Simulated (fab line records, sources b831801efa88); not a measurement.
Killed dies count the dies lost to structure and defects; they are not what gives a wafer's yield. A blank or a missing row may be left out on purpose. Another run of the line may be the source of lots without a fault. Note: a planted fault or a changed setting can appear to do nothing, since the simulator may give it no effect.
fab line records -- flow sky130 -- part 2 of 2: steps 22 to 31 of 31
record lots=5, wafers=15, last_day=50
route steps=708 shown CAP2M@614 METAL4@621 VIA4@639
lots untouched by any fault: they come from a run of this same line in which no faults occurred
start_h: hours from the record's first day to the start of the lot's first wafer shown -- wait_h: how many hours have passed since the lot's step before this one -- " as in the row above -- L1.1+2: several wafers, shown together as one row -- - no value, or no start was given -- * or withheld: withheld -- < > ~ a bound
route shown NAME@n: NAME is a module with steps in the file, n the number in the route of the first one -- usual: the fault-free wafers' mean and standard deviation -- same: alike in all rows -- chamber/n: place in a boat -- sites: the reading at each site -- _std_site: their standard deviation -- _edge_site: outer sites' mean less inner sites' -- radius_mm: how far each site lies from the wafer's centre -- mask NAME#n: copy n -- behind: the most recent tool/chamber to have shaped the wafer -- hold: cause of the lot's hold/its duration in hours/its outcome -- device: names the non-switching transistor (n, p or np) -- end of line: tests run on the same wafers once the route is complete -- a step given without rows: its recipe and nothing more -- killed: at the first sort, the dies lost to defects and structure; wafer yield is something else -- map: a wafer's dies, marking killed ones x, the rest . and places with no die _
set.NAME: the setting as run; set.NAME@STEP: as run at that earlier step -- model.NAME: the simulator's own value behind a step, which no gauge read
lots at some steps of the route; a table a step, a row a wafer
services: from which hour (start_h, from the record's first day; less than 0 if before it) a tool's chamber was out of use, for how many hours, and why
## steps
# step SKY_METAL4_STRIP_19
# recipe chemistry=O2/N2, power_w=1400, pressure_mtorr=1500, platen_temp_c=withheld, o2_flow_sccm=3000, n2_flow_sccm=300, overash_fraction=0.5
# usual drypump_motor_current_A=5.8/0.52, oes_product_au=0.503/0.0051, strip_time_to_endpoint_s=6.56/0.072
lot.wafer,tool,chamber,start_h,wait_h,drypump_motor_current_A,oes_product_au,rf_hours_counter_h,strip_time_to_endpoint_s
L075.2,plasma_asher-01,0,986.32,0.1,6.1,0.505,27,6.67
L075.4,plasma_asher-01,0,986.32,0.1,6.1,0.513,-,6.76
L075.5,plasma_asher-01,1,986.32,0.1,5.4,0.512,-,6.67
L076.1,plasma_asher-01,0,1001.28,0.3,6.1,0.496,28,6.54
L076.2,plasma_asher-01,1,1001.28,0.3,5.4,0.501,28,6.56
L076.3,plasma_asher-01,0,1001.28,0.3,6.1,0.493,-,6.51
L080.1,plasma_asher-01,1,1023.11,0.1,5.4,0.501,30,6.47
L080.4,plasma_asher-01,1,1023.11,0.1,5.4,0.501,-,6.49
L080.6,plasma_asher-01,0,1023.11,0.1,6.1,0.503,-,6.50
L088.3,plasma_asher-04,0,1079.14,0.1,5.1,0.509,-,6.66
L088.4,plasma_asher-04,1,1079.14,0.1,5.1,0.497,-,6.59
L088.6,plasma_asher-04,1,1079.14,0.1,5.1,0.506,-,6.58
L094.1,plasma_asher-02,0,1111.70,0.1,6.4,0.503,74,6.68
L094.2,plasma_asher-02,1,1111.70,0.1,6.3,0.503,74,6.60
L094.5,plasma_asher-02,1,1111.70,0.1,6.3,0.506,-,6.58
# step SKY_METAL4_STRIP_20
# recipe chemistry=post_etch_residue_remover, time_s=1200, temp_c=72.5
# usual temp_c=72.51/0.13
lot.wafer,tool,chamber,start_h,wait_h,temp_c
L075.2,wet_bench-02,1,986.46,0.1,72.33
L075.4,wet_bench-02,1,986.46,0.1,72.44
L075.5,wet_bench-02,1,986.46,0.1,72.54
L076.1,wet_bench-01,0,1001.38,0.1,72.57
L076.2,wet_bench-01,0,1001.38,0.1,72.63
L076.3,wet_bench-01,0,1001.38,0.1,72.78
L080.1,wet_bench-01,2,1023.21,0.1,72.71
L080.4,wet_bench-01,2,1023.21,0.1,72.51
L080.6,wet_bench-01,2,1023.21,0.1,72.39
L088.3,wet_bench-01,1,1079.21,0.0,72.21
L088.4,wet_bench-01,1,1079.21,0.0,72.62
L088.6,wet_bench-01,1,1079.21,0.0,72.69
L094.1,wet_bench-03,3,1111.80,0.1,72.42
L094.2,wet_bench-03,3,1111.80,0.1,72.37
L094.5,wet_bench-03,3,1111.80,0.1,72.44
# step SKY_METAL4_CLEAN_21
# recipe chemistry=IPA, time_s=180, temp_c=25
# usual temp_c=24.99/0.13
lot.wafer,tool,chamber,start_h,wait_h,temp_c
L075.2,wet_bench-01,0,986.83,0.0,25.22
L075.4,wet_bench-01,0,986.83,0.0,25.17
L075.5,wet_bench-01,0,986.83,0.0,25.23
L076.1,wet_bench-03,2,1001.73,0.0,25.17
L076.2,wet_bench-03,2,1001.73,0.0,25.34
L076.3,wet_bench-03,2,1001.73,0.0,25.21
L080.1,wet_bench-02,0,1023.55,0.0,24.93
L080.4,wet_bench-02,0,1023.55,0.0,24.93
L080.6,wet_bench-02,0,1023.55,0.0,24.84
L088.3,wet_bench-01,2,1079.58,0.0,24.98
L088.4,wet_bench-01,2,1079.58,0.0,25.04
L088.6,wet_bench-01,2,1079.58,0.0,25.04
L094.1,wet_bench-01,1,1112.14,0.0,24.77
L094.2,wet_bench-01,1,1112.14,0.0,24.89
L094.5,wet_bench-01,1,1112.14,0.0,25.08
# step SKY_METAL4_CLEAN_22
# recipe chemistry=O3/DIW, dry=n2_spin
lot.wafer,tool,chamber,start_h,wait_h
L075.2+4+5,wet_bench-02,2,986.89,0.0
L076.1+2+3,wet_bench-02,0,1001.78,0.0
L080.1+4+6,wet_bench-01,0,1023.66,0.0
L088.3+4+6,wet_bench-01,0,1079.64,0.0
L094.1+2+5,wet_bench-01,1,1112.20,0.0
# step SKY_VIA4_HDPCVD_00
# recipe material=SiO2, target_thk_nm=1750, sigma_open_frac=0.3, time_s=291.7, temp_c=400, sih4_flow_sccm=60, pressure_mtorr=6
# usual sih4_flow_sccm=60.00/0.18
lot.wafer,tool,chamber,start_h,wait_h,sih4_flow_sccm
L075.2,hdpcvd-02,1,986.99,0.0,59.97
L075.4,hdpcvd-02,2,986.99,0.0,59.97
L075.5,hdpcvd-02,0,986.99,0.0,59.91
L076.1,hdpcvd-01,2,1001.88,0.0,60.10
L076.2,hdpcvd-01,0,1001.88,0.0,60.07
L076.3,hdpcvd-01,1,1001.88,0.0,59.88
L080.1,hdpcvd-01,2,1023.76,0.0,60.31
L080.4,hdpcvd-01,0,1023.76,0.0,59.94
L080.6,hdpcvd-01,2,1023.76,0.0,60.02
L088.3,hdpcvd-01,2,1079.83,0.1,60.08
L088.4,hdpcvd-01,1,1079.83,0.1,60.12
L088.6,hdpcvd-01,1,1079.83,0.1,59.91
L094.1,hdpcvd-01,1,1112.29,0.0,60.02
L094.2,hdpcvd-01,2,1112.29,0.0,59.94
L094.5,hdpcvd-01,0,1112.29,0.0,59.98
# step SKY_VIA4_THK_MEAS_01
# recipe reads=SiO2_of_VIA4_HDPCVD_00
# usual VIA4_HDPCVD_THK=1745/17
lot.wafer,tool,chamber,start_h,wait_h,VIA4_HDPCVD_THK[nm]
L075.2,film_metro-03,-,987.18,0.1,1730
L075.4,film_metro-03,-,987.18,0.1,1730
L075.5,film_metro-03,-,987.18,0.1,1748
L076.1,film_metro-01,-,1002.05,0.1,1770
L076.2,film_metro-01,-,1002.05,0.1,1734
L076.3,film_metro-01,-,1002.05,0.1,1736
L080.1,film_metro-03,-,1023.94,0.1,1731
L080.4,film_metro-03,-,1023.94,0.1,1741
L080.6,film_metro-03,-,1023.94,0.1,1741
L088.3,film_metro-04,-,1080.03,0.1,1732
L088.4,film_metro-04,-,1080.03,0.1,1734
L088.6,film_metro-04,-,1080.03,0.1,1743
L094.1,film_metro-03,-,1112.47,0.1,1765
L094.2,film_metro-03,-,1112.47,0.1,1743
L094.5,film_metro-03,-,1112.47,0.1,1748
# step SKY_VIA4_CMP_02
# recipe material=SiO2, down_force_psi=4, platen_rpm=60, pad_velocity_m_s=0.94248
# usual edge_zone_pressure_frac=1.000/0.0047, motor_current_A=12.1/1.2
lot.wafer,tool,chamber,start_h,wait_h,edge_zone_pressure_frac,motor_current_A
L075.4,cmp-02,1,987.23,0.0,0.996,12.4
L075.2,cmp-02,2,987.23,0.0,1.000,11.1
L075.5,cmp-02,2,987.23,0.0,0.995,10.8
L076.3,cmp-02,1,1002.16,0.1,0.997,13.2
L076.1,cmp-02,2,1002.16,0.1,0.993,11.5
L076.2,cmp-02,3,1002.16,0.1,1.003,10.4
L080.1,cmp-02,3,1024.05,0.1,1.006,11.7
L080.4,cmp-02,1,1024.05,0.1,1.000,12.8
L080.6,cmp-02,2,1024.05,0.1,1.009,11.4
L088.4,cmp-01,0,1080.07,0.0,0.991,11.8
L088.3,cmp-01,3,1080.07,0.0,0.998,11.3
L088.6,cmp-01,0,1080.07,0.0,0.996,11.4
L094.2,cmp-02,3,1112.53,0.0,1.004,10.6
L094.1,cmp-02,0,1112.53,0.0,1.000,13.7
L094.5,cmp-02,3,1112.53,0.0,1.000,11.0
# step SKY_VIA4_BOW_MEAS_03
# recipe mode=bow
# usual VIA4_BOW=79/9.2
lot.wafer,tool,chamber,start_h,wait_h,VIA4_BOW[um]
L075.2,film_metro-01,-,987.55,0.2,74
L075.4,film_metro-01,-,987.55,0.2,65
L075.5,film_metro-01,-,987.55,0.2,77
L076.1,film_metro-01,-,1002.41,0.1,75
L076.2,film_metro-01,-,1002.41,0.1,79
L076.3,film_metro-01,-,1002.41,0.1,83
L080.1,film_metro-01,-,1024.30,0.2,79
L080.4,film_metro-01,-,1024.30,0.2,84
L080.6,film_metro-01,-,1024.30,0.2,85
L088.3,film_metro-03,-,1080.41,0.1,74
L088.4,film_metro-03,-,1080.41,0.1,93
L088.6,film_metro-03,-,1080.41,0.1,85
L094.1,film_metro-01,-,1112.83,0.2,82
L094.2,film_metro-01,-,1112.83,0.2,90
L094.5,film_metro-01,-,1112.83,0.2,75
# step SKY_VIA4_DEHYDRATE_04
# recipe temp_c=200, time_s=60
# usual heater_power_total_W=160.37/0.12, resist_line_temp_C=23.02/0.11
lot.wafer,tool,chamber,start_h,wait_h,heater_power_total_W,resist_line_temp_C
L075.2,litho_track-02,0,998.52,11.0,160.20,23.08
L075.4,litho_track-02,0,998.52,11.0,160.31,23.16
L075.5,litho_track-02,0,998.52,11.0,160.25,23.15
L076.1,litho_track-02,0,1014.15,11.7,160.25,23.09
L076.2,litho_track-02,0,1014.15,11.7,160.36,23.11
L076.3,litho_track-02,0,1014.15,11.7,160.36,23.04
L080.1,litho_track-02,0,1034.55,10.2,160.47,22.84
L080.4,litho_track-02,0,1034.55,10.2,160.36,23.05
L080.6,litho_track-02,0,1034.55,10.2,160.47,23.00
L088.3,litho_track-04,0,1090.09,9.7,160.59,23.09
L088.4,litho_track-04,0,1090.09,9.7,160.31,23.11
L088.6,litho_track-04,0,1090.09,9.7,160.30,22.90
L094.1,litho_track-04,0,1122.19,9.3,160.35,23.20
L094.2,litho_track-04,0,1122.19,9.3,160.43,23.10
L094.5,litho_track-04,0,1122.19,9.3,160.38,23.07
# step SKY_VIA4_HMDS_05
# recipe prime_time_s=60, prime_temp_c=120
# usual resist_line_temp_C=23.00/0.091
lot.wafer,tool,chamber,start_h,wait_h,resist_line_temp_C
L075.2,litho_track-02,0,998.67,0.1,23.25
L075.4,litho_track-02,0,998.67,0.1,23.19
L075.5,litho_track-02,0,998.67,0.1,23.06
L076.1,litho_track-02,0,1014.30,0.1,23.07
L076.2,litho_track-02,0,1014.30,0.1,22.98
L076.3,litho_track-02,0,1014.30,0.1,22.91
L080.1,litho_track-02,0,1034.70,0.1,22.96
L080.4,litho_track-02,0,1034.70,0.1,23.02
L080.6,litho_track-02,0,1034.70,0.1,23.13
L088.3,litho_track-04,0,1090.24,0.1,22.94
L088.4,litho_track-04,0,1090.24,0.1,22.92
L088.6,litho_track-04,0,1090.24,0.1,22.91
L094.1,litho_track-04,0,1122.34,0.1,22.93
L094.2,litho_track-04,0,1122.34,0.1,22.98
L094.5,litho_track-04,0,1122.34,0.1,22.86
## services
tool,chamber,start_h,hours,kind
cmp-02,-,937.76,2.3,repair
krf_scanner-01,-,943.04,4.4,pm
plasma_asher-04,-,944.23,0.4,repair
hdpcvd-01,-,950.25,15.0,pm
krf_scanner-01,-,960.01,30.6,repair
plasma_asher-01,-,960.59,14.3,repair
krf_scanner-01,-,964.23,0.9,repair
rie_metal-02,-,980.72,14.6,pm
rie_metal-03,0,994.42,15.9,repair
rie_metal-02,-,1000.60,0.7,repair
rie_metal-04,-,1010.92,2.8,pm
krf_scanner-01,-,1017.75,1.0,pm
plasma_asher-02,-,1027.01,3.2,repair
hdpcvd-01,0,1030.44,66.2,repair
krf_scanner-01,-,1035.22,1.7,repair
plasma_asher-01,-,1047.98,6.6,repair
rie_metal-04,-,1051.05,0.1,repair
wet_bench-03,-,1061.02,31.5,repair
wet_bench-02,-,1063.45,1.3,repair
rie_metal-02,-,1067.36,1.4,pm
plasma_asher-04,-,1070.27,0.7,repair
plasma_asher-04,-,1088.34,2.3,repair
cmp-02,-,1096.82,6.7,pm
rie_metal-02,1,1114.84,7.6,repair
